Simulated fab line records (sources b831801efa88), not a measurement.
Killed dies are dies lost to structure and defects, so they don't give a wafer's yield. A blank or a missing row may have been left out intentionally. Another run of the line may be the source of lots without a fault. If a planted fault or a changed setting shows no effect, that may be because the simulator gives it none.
fab line records + flow gf180mcu
[record]
- lots = 14
- wafers = 42
- last-day = 34
route steps=602 shown STI@15 NWELL@51 CONTACT@311
lots that met no fault: taken from a fault-free run of the same line
start-h: start of the lot's first displayed wafer, in hours after the record's first day + wait-h: time in hours since the lot's previous step + " identical to the entry in the row above + L1.1+2: several wafers, shown together as one row + - no value, or no start was given + * or withheld: withheld + < > ~ a bound
route shown NAME@n: NAME is a module with steps in the file, n the number in the route of the first one + usual: mean and standard deviation over wafers with no fault + same: alike in all rows + chamber/n: place in a boat + sites: the reading at each site + _std_site: how widely they spread, as a standard deviation + _edge_site: mean of outer sites minus mean of inner sites + radius-mm: for every site, how far away it sits from the centre of the wafer + mask NAME#n: copy n + behind: tool/chamber where the wafer was last shaped + hold: what put the lot on hold/how long, in hours/how the hold closed + device: transistor that didn't switch, given as n, p or np + end of line: the route-end tests of the same wafers + a step given without rows: its recipe and nothing more + killed: at the first sort, the dies lost to defects and structure; wafer yield is something else + map: a wafer's dies, marking killed ones x, the rest . and places with no die _
set.NAME: the setting as run; set.NAME@STEP: as run at that earlier step + model.NAME: the simulator's own value behind a step, which no gauge read
one table for each step of the route and one row for each wafer, over a sample of lots
services: a tool's chamber out of use, with start hour (start-h, from the record's first day; less than 0 if before it), hours out, and reason
[[steps]]
[step GF_STI_ETCH_14]
[recipe]
- target = Si
- chemistry = HBr/Cl2/O2
- target-depth-nm = 360
- icp-w = 600
- bias-w = 150
- pressure-mtorr = 15
- HBr_flow_sccm = 150
- Cl2_flow_sccm = 40
- O2_flow_sccm = 6
- time-s = 102.9
[usual]
- chamber-pressure-mTorr = 15.000/0.012
- drypump-motor-current-A = 5.7/0.4
- oes-product-au = 1.004/0.015
- throttle-valve-pct = 25.654/0.014
| lot.wafer | tool      | chamber | start-h | wait-h | chamber-pressure-mTorr | drypump-motor-current-A | oes-product-au | rf-hours-counter-h | throttle-valve-pct |
|-----------|-----------|---------|---------|--------|------------------------|-------------------------|----------------|--------------------|--------------------|
| L454.3    | rie-si-01 | 2       | 26.05   | 0.0    | 15.006                 | 6.0                     | 0.998          | 85                 | 25.647             |
| L454.5    | "         | 0       | "       | "      | 14.997                 | 5.6                     | 1.008          | -                  | 25.642             |
| L454.6    | "         | 3       | "       | "      | 14.979                 | 5.6                     | 0.996          | -                  | 25.664             |
| L456.2    | rie-si-02 | 2       | 37.41   | 0.0    | 15.016                 | 5.8                     | 0.981          | 72                 | 25.669             |
| L456.4    | "         | 0       | "       | "      | 14.989                 | 5.5                     | 0.993          | 122                | 25.651             |
| L456.6    | "         | 0       | "       | "      | 15.013                 | 5.5                     | 0.998          | -                  | 25.638             |
| L457.1    | rie-si-02 | 3       | 41.07   | 0.0    | 15.010                 | 5.0                     | 1.017          | 3                  | 25.640             |
| L457.4    | "         | 1       | "       | "      | 14.994                 | 6.5                     | 1.005          | 88                 | 25.662             |
| L457.6    | "         | 2       | "       | "      | 15.020                 | 5.8                     | 0.978          | -                  | 25.673             |
| L461.1    | rie-si-01 | 3       | 60.90   | 0.0    | 15.017                 | 5.6                     | 0.987          | 1                  | 25.661             |
| L461.2    | "         | 0       | "       | "      | 15.009                 | 5.6                     | 1.009          | 15                 | 25.631             |
| L461.6    | "         | 0       | "       | "      | 15.009                 | 5.6                     | 1.015          | -                  | 25.630             |
| L465.1    | rie-si-02 | 2       | 82.09   | 0.0    | 15.012                 | 5.8                     | 0.991          | 73                 | 25.674             |
| L465.3    | "         | 1       | "       | "      | 14.994                 | 6.5                     | 1.012          | 88                 | 25.649             |
| L465.4    | "         | 3       | "       | "      | 15.012                 | 5.0                     | 1.025          | 4                  | 25.644             |
| L466.2    | rie-si-01 | 3       | 86.69   | 0.0    | 14.998                 | 5.7                     | 0.994          | 1                  | 25.651             |
| L466.4    | "         | 1       | "       | "      | 15.000                 | 6.0                     | 1.006          | 41                 | 25.660             |
| L466.5    | "         | 3       | "       | "      | 15.006                 | 5.6                     | 0.992          | -                  | 25.673             |
| L467.2    | rie-si-01 | 0       | 93.50   | 0.0    | 15.002                 | 5.6                     | 1.016          | 15                 | 25.637             |
| L467.3    | "         | 3       | "       | "      | 15.022                 | 5.6                     | 0.995          | 1                  | 25.669             |
| L467.4    | "         | 1       | "       | "      | 15.001                 | 6.0                     | 1.005          | 41                 | 25.644             |
| L468.3    | rie-si-01 | 2       | 98.74   | 0.0    | 15.011                 | 5.9                     | 1.007          | 86                 | 25.645             |
| L468.5    | "         | 3       | "       | "      | 14.979                 | 5.6                     | 0.987          | -                  | 25.683             |
| L468.6    | "         | 0       | "       | "      | 15.004                 | 5.6                     | 1.002          | -                  | 25.660             |
| L469.1    | rie-si-02 | 1       | 102.59  | 0.0    | 14.992                 | 6.5                     | 1.015          | 88                 | 25.675             |
| L469.4    | "         | 3       | "       | "      | 14.991                 | 5.0                     | 1.029          | 4                  | 25.644             |
| L469.6    | "         | 0       | "       | "      | 14.992                 | 5.5                     | 1.000          | -                  | 25.648             |
| L470.2    | rie-si-02 | 1       | 108.16  | 0.0    | 15.027                 | 6.5                     | 1.002          | 88                 | 25.651             |
| L470.3    | "         | 2       | "       | "      | 15.016                 | 5.8                     | 0.980          | 73                 | 25.665             |
| L470.5    | "         | 3       | "       | "      | 14.993                 | 5.0                     | 1.032          | -                  | 25.634             |
| L472.1    | rie-si-01 | 3       | 118.29  | 0.0    | 15.004                 | 5.6                     | 0.991          | 1                  | 25.665             |
| L472.4    | "         | 0       | "       | "      | 15.002                 | 5.6                     | 1.018          | 16                 | 25.653             |
| L472.6    | "         | 0       | "       | "      | 14.998                 | 5.6                     | 1.019          | -                  | 25.649             |
| L473.2    | rie-si-01 | 0       | 123.00  | 0.0    | 14.986                 | 5.6                     | 1.015          | 16                 | 25.646             |
| L473.3    | "         | 2       | "       | "      | 14.982                 | 5.9                     | 1.011          | 86                 | 25.636             |
| L473.6    | "         | 0       | "       | "      | 14.997                 | 5.6                     | 1.008          | -                  | 25.642             |
| L474.1    | rie-si-01 | 3       | 130.25  | 0.0    | 15.013                 | 5.6                     | 0.989          | 1                  | 25.671             |
| L474.4    | "         | 2       | "       | "      | 14.988                 | 5.9                     | 1.014          | 86                 | 25.647             |
| L474.6    | "         | 1       | "       | "      | 14.998                 | 6.0                     | 1.014          | -                  | 25.646             |
| L476.2    | rie-si-02 | 1       | 138.49  | 0.0    | 15.003                 | 6.5                     | 1.009          | 88                 | 25.668             |
| L476.3    | "         | 2       | "       | "      | 14.982                 | 5.8                     | 0.982          | 73                 | 25.677             |
| L476.4    | "         | 0       | "       | "      | 14.993                 | 5.5                     | 1.003          | 123                | 25.641             |
[step GF_NWELL_IMPLANT_09]
[recipe]
- species = P
- energy-kev = 160
- dose-cm2 = 4e+12
- tilt-deg = 0
[usual]
- beam-energy-keV = 160.01/0.051
- beam-on-s = 9.99/0.2
| lot.wafer | tool         | chamber | start-h | wait-h | beam-energy-keV | beam-on-s |
|-----------|--------------|---------|---------|--------|-----------------|-----------|
| L454.3    | implanter-01 | 0       | 55.39   | 0.1    | 160.01          | 10.11     |
| L454.5    | "            | 0       | "       | "      | 160.02          | 10.15     |
| L454.6    | "            | 0       | "       | "      | 159.99          | 9.92      |
| L456.2    | implanter-01 | 0       | 67.17   | 0.1    | 159.92          | 9.76      |
| L456.4    | "            | 0       | "       | "      | 159.99          | 10.37     |
| L456.6    | "            | 0       | "       | "      | 159.93          | 9.91      |
| L457.1    | implanter-01 | 0       | 72.25   | 0.1    | 160.03          | 9.67      |
| L457.4    | "            | 0       | "       | "      | 159.98          | 10.23     |
| L457.6    | "            | 0       | "       | "      | 159.92          | 10.13     |
| L461.1    | implanter-03 | 0       | 92.54   | 0.1    | 160.00          | 10.06     |
| L461.2    | "            | 0       | "       | "      | 159.99          | 9.66      |
| L461.6    | "            | 0       | "       | "      | 160.12          | 10.00     |
| L465.1    | implanter-01 | -       | 115.64  | 0.1    | -               | -         |
| L465.3    | "            | -       | "       | "      | -               | -         |
| L465.4    | "            | -       | "       | "      | -               | -         |
| L466.2    | implanter-02 | -       | 119.91  | 0.1    | -               | -         |
| L466.4    | "            | -       | "       | "      | -               | -         |
| L466.5    | "            | -       | "       | "      | -               | -         |
| L467.2    | implanter-03 | 0       | 127.87  | 0.1    | 159.96          | 9.59      |
| L467.3    | "            | 0       | "       | "      | 159.93          | 9.84      |
| L467.4    | "            | 0       | "       | "      | 159.94          | 10.03     |
| L468.3    | implanter-01 | 0       | 131.94  | 0.1    | 159.97          | 9.87      |
| L468.5    | "            | 0       | "       | "      | 160.05          | 10.03     |
| L468.6    | "            | 0       | "       | "      | 160.03          | 9.93      |
| L469.1    | implanter-02 | 0       | 139.59  | 0.1    | 159.95          | 9.67      |
| L469.4    | "            | 0       | "       | "      | 159.97          | 10.04     |
| L469.6    | "            | 0       | "       | "      | 160.01          | 9.96      |
| L470.2    | implanter-02 | 0       | 146.81  | 0.1    | 159.90          | 9.88      |
| L470.3    | "            | 0       | "       | "      | 159.96          | 9.92      |
| L470.5    | "            | 0       | "       | "      | 160.01          | 9.93      |
| L472.1    | implanter-02 | 0       | 153.39  | 0.1    | 160.10          | 10.34     |
| L472.4    | "            | 0       | "       | "      | 160.08          | 10.17     |
| L472.6    | "            | 0       | "       | "      | 160.01          | 9.84      |
| L473.2    | implanter-03 | 0       | 158.56  | 0.1    | 159.95          | 9.77      |
| L473.3    | "            | 0       | "       | "      | 159.94          | 10.10     |
| L473.6    | "            | 0       | "       | "      | 160.02          | 10.00     |
| L474.1    | implanter-01 | 0       | 167.35  | 0.1    | 159.98          | 9.64      |
| L474.4    | "            | 0       | "       | "      | 160.02          | 9.81      |
| L474.6    | "            | 0       | "       | "      | 160.02          | 10.43     |
| L476.2    | implanter-03 | 0       | 175.86  | 0.1    | 160.04          | 9.63      |
| L476.3    | "            | 0       | "       | "      | 159.98          | 9.92      |
| L476.4    | "            | 0       | "       | "      | 160.00          | 10.33     |
[step GF_NWELL_TW_MEAS_11]
[usual]
- NWELL_TW = 1562/11
| lot.wafer | tool          | chamber | start-h | wait-h | hold                     | NWELL_TW |
|-----------|---------------|---------|---------|--------|--------------------------|----------|
| L454.3    | film-metro-02 | -       | 55.61   | 0.1    | -                        | 1568     |
| L454.5    | "             | -       | "       | "      | -                        | 1564     |
| L454.6    | "             | -       | "       | "      | -                        | 1562     |
| L456.2    | film-metro-03 | -       | 67.40   | 0.1    | -                        | 1548     |
| L456.4    | "             | -       | "       | "      | -                        | 1555     |
| L456.6    | "             | -       | "       | "      | -                        | 1553     |
| L457.1    | film-metro-03 | -       | 72.50   | 0.1    | -                        | 1550     |
| L457.4    | "             | -       | "       | "      | -                        | 1546     |
| L457.6    | "             | -       | "       | "      | -                        | 1541     |
| L461.1    | film-metro-03 | -       | 92.79   | 0.1    | -                        | 1556     |
| L461.2    | "             | -       | "       | "      | -                        | 1559     |
| L461.6    | "             | -       | "       | "      | -                        | 1554     |
| L465.1    | film-metro-03 | -       | 115.89  | 0.1    | await-dispo/0.2h/release | 1473     |
| L465.3    | "             | -       | "       | "      | await-dispo/0.2h/release | 1489     |
| L465.4    | "             | -       | "       | "      | await-dispo/0.2h/release | 1481     |
| L465.1    | film-metro-03 | -       | 116.12  | 0.2    | -                        | 1480     |
| L465.3    | "             | -       | "       | "      | -                        | 1481     |
| L465.4    | "             | -       | "       | "      | -                        | 1480     |
| L466.2    | film-metro-01 | -       | 120.15  | 0.1    | await-dispo/0.2h/release | 1498     |
| L466.4    | "             | -       | "       | "      | await-dispo/0.2h/release | 1501     |
| L466.5    | "             | -       | "       | "      | await-dispo/0.2h/release | 1494     |
| L466.2    | film-metro-01 | -       | 120.37  | 0.2    | -                        | 1502     |
| L466.4    | "             | -       | "       | "      | -                        | 1497     |
| L466.5    | "             | -       | "       | "      | -                        | 1499     |
| L467.2    | film-metro-01 | -       | 128.10  | 0.1    | -                        | 1568     |
| L467.3    | "             | -       | "       | "      | -                        | 1571     |
| L467.4    | "             | -       | "       | "      | -                        | 1576     |
| L468.3    | film-metro-01 | -       | 132.16  | 0.1    | -                        | 1563     |
| L468.5    | "             | -       | "       | "      | -                        | 1561     |
| L468.6    | "             | -       | "       | "      | -                        | 1564     |
| L469.1    | film-metro-01 | -       | 139.84  | 0.1    | -                        | 1563     |
| L469.4    | "             | -       | "       | "      | -                        | 1571     |
| L469.6    | "             | -       | "       | "      | -                        | 1574     |
| L470.2    | film-metro-03 | -       | 147.05  | 0.1    | -                        | 1537     |
| L470.3    | "             | -       | "       | "      | -                        | 1533     |
| L470.5    | "             | -       | "       | "      | -                        | 1537     |
| L472.1    | film-metro-01 | -       | 153.64  | 0.1    | -                        | 1583     |
| L472.4    | "             | -       | "       | "      | -                        | 1559     |
| L472.6    | "             | -       | "       | "      | -                        | 1568     |
| L473.2    | film-metro-02 | -       | 158.80  | 0.1    | -                        | 1574     |
| L473.3    | "             | -       | "       | "      | -                        | 1580     |
| L473.6    | "             | -       | "       | "      | -                        | 1563     |
| L474.1    | film-metro-02 | -       | 167.60  | 0.1    | -                        | 1580     |
| L474.4    | "             | -       | "       | "      | -                        | 1581     |
| L474.6    | "             | -       | "       | "      | -                        | 1585     |
| L476.2    | film-metro-01 | -       | 176.10  | 0.1    | -                        | 1564     |
| L476.3    | "             | -       | "       | "      | -                        | 1566     |
| L476.4    | "             | -       | "       | "      | -                        | 1574     |
[step GF_CONTACT_CVD_24]
[recipe]
- material = W
- target-thk-nm = 300
- time-s = 90.339
- temp-c = 400
- pressure-torr = 40
[usual]
- heater-power-w = 762/41
| lot.wafer | tool     | chamber | start-h | wait-h | heater-power-w |
|-----------|----------|---------|---------|--------|----------------|
| L454.3    | cvd-w-01 | 0       | 357.66  | 0.1    | 808            |
| L454.5    | "        | 1       | "       | "      | 813            |
| L454.6    | "        | 0       | "       | "      | 803            |
| L456.2    | cvd-w-01 | 0       | 382.73  | 0.0    | 805            |
| L456.4    | "        | 1       | "       | "      | 803            |
| L456.6    | "        | 0       | "       | "      | 790            |
| L457.1    | cvd-w-02 | 1       | 384.02  | 0.0    | 688            |
| L457.4    | "        | 0       | "       | "      | 811            |
| L457.6    | "        | 1       | "       | "      | 717            |
| L461.1    | cvd-w-02 | 0       | 424.91  | 0.0    | 805            |
| L461.2    | "        | 1       | "       | "      | 705            |
| L461.6    | "        | 0       | "       | "      | 798            |
| L467.2    | cvd-w-01 | 0       | 478.12  | 0.0    | 753            |
| L467.3    | "        | 0       | "       | "      | 766            |
| L467.4    | "        | 1       | "       | "      | 783            |
| L468.3    | cvd-w-01 | 1       | 485.44  | 0.1    | 777            |
| L468.5    | "        | 1       | "       | "      | 754            |
| L468.6    | "        | 0       | "       | "      | 757            |
| L469.1    | cvd-w-02 | 0       | 502.09  | 0.0    | 833            |
| L469.4    | "        | 1       | "       | "      | 705            |
| L469.6    | "        | 0       | "       | "      | 794            |
| L470.2    | cvd-w-01 | 1       | 509.23  | 0.0    | 770            |
| L470.3    | "        | 0       | "       | "      | 778            |
| L470.5    | "        | 1       | "       | "      | 757            |
| L472.1    | cvd-w-02 | 1       | 517.87  | 0.0    | 697            |
| L472.4    | "        | 0       | "       | "      | 791            |
| L472.6    | "        | 0       | "       | "      | 802            |
| L473.2    | cvd-w-01 | 0       | 527.37  | 0.0    | 753            |
| L473.3    | "        | 0       | "       | "      | 779            |
| L473.6    | "        | 1       | "       | "      | 761            |
| L474.1    | cvd-w-02 | 0       | 537.55  | 0.0    | 784            |
| L474.4    | "        | 1       | "       | "      | 704            |
| L474.6    | "        | 0       | "       | "      | 812            |
| L476.2    | cvd-w-01 | 1       | 551.47  | 0.0    | 762            |
| L476.3    | "        | 0       | "       | "      | 777            |
| L476.4    | "        | 1       | "       | "      | 785            |
[step GF_CONTACT_RS_MEAS_25]
[recipe]
- thk-meas-gauge = four-point-probe
- reads = W_of_CONTACT_CVD_24+TiN_of_CONTACT_SPUTTER_23+Ti_of_CONTACT_SPUTTER_22
[usual]
- CONTACT_W_RS = 0.381/0.007
| lot.wafer | tool          | chamber | start-h | wait-h | CONTACT_W_RS[ohm/sq] |
|-----------|---------------|---------|---------|--------|----------------------|
| L454.3    | film-metro-01 | -       | 357.77  | 0.1    | 0.381                |
| L454.5    | "             | -       | "       | "      | 0.390                |
| L454.6    | "             | -       | "       | "      | 0.380                |
| L456.2    | film-metro-03 | -       | 382.85  | 0.1    | 0.373                |
| L456.4    | "             | -       | "       | "      | 0.388                |
| L456.6    | "             | -       | "       | "      | 0.374                |
| L457.1    | film-metro-01 | -       | 384.12  | 0.1    | 0.392                |
| L457.4    | "             | -       | "       | "      | 0.386                |
| L457.6    | "             | -       | "       | "      | 0.394                |
| L461.1    | film-metro-02 | -       | 425.01  | 0.1    | 0.381                |
| L461.2    | "             | -       | "       | "      | 0.386                |
| L461.6    | "             | -       | "       | "      | 0.377                |
| L467.2    | film-metro-01 | -       | 478.24  | 0.1    | 0.369                |
| L467.3    | "             | -       | "       | "      | 0.371                |
| L467.4    | "             | -       | "       | "      | 0.379                |
| L468.3    | film-metro-03 | -       | 485.55  | 0.1    | 0.373                |
| L468.5    | "             | -       | "       | "      | 0.375                |
| L468.6    | "             | -       | "       | "      | 0.371                |
| L469.1    | film-metro-03 | -       | 502.19  | 0.1    | 0.382                |
| L469.4    | "             | -       | "       | "      | 0.392                |
| L469.6    | "             | -       | "       | "      | 0.385                |
| L470.2    | film-metro-01 | -       | 509.35  | 0.1    | 0.383                |
| L470.3    | "             | -       | "       | "      | 0.372                |
| L470.5    | "             | -       | "       | "      | 0.380                |
| L472.1    | film-metro-02 | -       | 517.97  | 0.1    | 0.382                |
| L472.4    | "             | -       | "       | "      | 0.378                |
| L472.6    | "             | -       | "       | "      | 0.381                |
| L473.2    | film-metro-03 | -       | 527.49  | 0.1    | 0.374                |
| L473.3    | "             | -       | "       | "      | 0.374                |
| L473.6    | "             | -       | "       | "      | 0.391                |
| L474.1    | film-metro-03 | -       | 537.65  | 0.1    | 0.380                |
| L474.4    | "             | -       | "       | "      | 0.387                |
| L474.6    | "             | -       | "       | "      | 0.378                |
| L476.2    | film-metro-02 | -       | 551.59  | 0.1    | 0.379                |
| L476.3    | "             | -       | "       | "      | 0.375                |
| L476.4    | "             | -       | "       | "      | 0.375                |
[[services]]
| tool         | chamber | start-h | hours | kind   |
|--------------|---------|---------|-------|--------|
| implanter-01 | -       | 37.05   | 6.4   | repair |
| rie-si-02    | 1       | 49.01   | 2.4   | repair |
| cvd-w-01     | -       | 50.35   | 0.9   | repair |
| rie-si-02    | 1       | 64.58   | 7.8   | repair |
| cvd-w-01     | -       | 80.05   | 6.0   | pm     |
| cvd-w-01     | -       | 133.72  | 0.5   | repair |
| implanter-01 | -       | 142.86  | 1.7   | repair |
| rie-si-01    | -       | 161.27  | 0.8   | repair |
| implanter-01 | -       | 218.46  | 0.8   | repair |
| cvd-w-01     | -       | 236.27  | 0.4   | repair |
| implanter-01 | -       | 255.15  | 4.6   | repair |
| rie-si-01    | -       | 281.13  | 0.8   | repair |
| rie-si-02    | -       | 293.69  | 0.4   | repair |
| rie-si-01    | 2       | 315.55  | 8.1   | repair |
| rie-si-02    | -       | 320.37  | 2.8   | pm     |
| rie-si-02    | 3       | 324.05  | 1.2   | repair |
| cvd-w-01     | -       | 328.88  | 0.8   | repair |
| cvd-w-01     | -       | 390.00  | 14.0  | pm     |
| rie-si-01    | 0       | 395.44  | 7.9   | repair |
| cvd-w-01     | -       | 449.62  | 2.8   | pm     |
| cvd-w-01     | -       | 470.42  | 6.9   | pm     |
| rie-si-01    | 3       | 472.72  | 12.6  | repair |
| cvd-w-01     | 1       | 490.07  | 13.3  | repair |
| cvd-w-01     | -       | 501.19  | 1.0   | repair |
[[key]]
[first-sign]
- step = GF_NWELL_IMPLANT_09
- reading = tool-record
- direction = missing
[effect]
- step = GF_NWELL_TW_MEAS_11
- reading = visit
- direction = added
[effect]
- step = GF_NWELL_TW_MEAS_11
- reading = NWELL_TW
- direction = down
- sigmas = 6.9
- usual = 1562
- struck = 1489
met-at GF_NWELL_IMPLANT_09
struck-lots L465,L466
later-rows-left-out L465.1,L465.3,L465.4,L466.2,L466.4,L466.5
sort-left-out L465.1,L465.3,L465.4,L466.2,L466.4,L466.5
tester-left-out L465,L466
not-acting-at GF_STI_ETCH_14,GF_CONTACT_CVD_24,GF_CONTACT_RS_MEAS_25
onset-between 72.25 115.64
[fault]
- kind = skipped-step-whole
- tool = implanter-01,implanter-02
- chamber = -
- onset-h = 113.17
- steps = GF_NWELL_IMPLANT_09
- scope = struck-lots-only
// tester-left-out: of these lots the tester's yield and bins aren't shown, on N5 and GAA mostly nor the transistor test; their killed dies are dies lost to structure and defects alone, not to doping, threshold or leakage, so they don't give the yield
// sort-left-out: the simulated sort isn't trusted on such a fault, so these wafers' sort isn't shown, and their yield isn't known
// later-rows-left-out: the simulator's readings of these wafers behind a module that went badly wrong aren't trusted and aren't shown, but for the sort
